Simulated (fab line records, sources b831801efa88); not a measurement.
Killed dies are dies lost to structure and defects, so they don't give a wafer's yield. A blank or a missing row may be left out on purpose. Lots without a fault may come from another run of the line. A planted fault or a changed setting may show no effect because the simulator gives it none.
Problem report in the 8D (eight disciplines) form, filled by code | flow sky130 | the parts of the form that need people (team, actions taken, sign-off) are left out

1. THE PROBLEM
o2_flow_sccm at SKY_VT_ADJUST_LVTN_STRIP_20 reads a mean of 2406 sccm on 6 wafers of 2 lots; wafers without a fault read 3002 sccm with a standard deviation of 9. That is -66 standard deviations from the usual mean.
The step: strips in O2/N2.
First seen on wafer L519.3, day 10 14:13, on plasma_asher-01. The record holds 42 wafers of 14 lots with a number at this step. Rule for "out", or "out of limits": more than 4 standard deviations from the usual mean. The other wafers with a number count as sound.

2. WHAT IT IS AND WHAT IT IS NOT
question                    | is                     | is not
which readings at this step | o2_flow_sccm           | drypump_motor_current_A
which lots                  | L519, L521             | L510, L511, L514, L518, L520, L524, L525, L527, L529, L531, L532, L533
which wafers of those lots  | all that have a number | -
read on which tools         | plasma_asher-01        | plasma_asher-03, plasma_asher-04
when                        | from day 10 14:13      | up to then (12 sound wafers); but 24 sound wafers of L520, L524, L525, L527, L529, L531, L532, L533 came after

3. SUSPECTS, AND WHAT RULES EACH OUT
Counting: a tool at a process step up to the reading stays a suspect if it ran every lot that is out and no sound lot after the first of them.
- plasma_asher-01 at SKY_VT_ADJUST_LVTN_STRIP_20 (strips in O2/N2): ruled out as a lasting fault. Sound lots L532, L533 ran on it after its first lot that is out, L519 (day 10 14:13).
Left after counting: nothing in the record.

4. THE CAUSE (what the simulator had put in)
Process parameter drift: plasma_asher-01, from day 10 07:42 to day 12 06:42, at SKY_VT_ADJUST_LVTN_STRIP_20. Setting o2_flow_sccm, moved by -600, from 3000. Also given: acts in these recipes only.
Counting ruled it out, wrongly.

5. THE CHAIN OF EFFECTS, in route order
Each row: a reading whose mean over the struck wafers that have a number lies more than 3 standard deviations from the usual. Only readings for which the record gives a usual standard deviation are gone through. hours: the time from each lot's start at the first step in this table that gives one to its start at this step, as a median over the lots. sigmas: the change in usual standard deviations.
hours | step                        | reading                  | usual     | on struck wafers | change | sigmas
0     | SKY_VT_ADJUST_LVTN_STRIP_20 | o2_flow_sccm             | 3002 sccm | 2406             | -596   | -66
0     | SKY_VT_ADJUST_LVTN_STRIP_20 | strip_time_to_endpoint_s | 14.17 s   | 14.36            | +0.19  | +4.9
The process steps in it:
- SKY_VT_ADJUST_LVTN_STRIP_20: strips in O2/N2.
Later measuring or inspecting steps at which every struck wafer that the step has a row for has a number for every such reading, and none has moved that far: SKY_POLY_CUT_OVL_MEAS_09, SKY_LI_CONTACT_OVL_MEAS_13, SKY_LI_CONTACT_THK_MEAS_23.

6. WHAT WOULD HAVE CAUGHT IT SOONER
In this record the first reading out of limits was taken at day 10 14:13, 7 hours after the fault began at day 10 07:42.
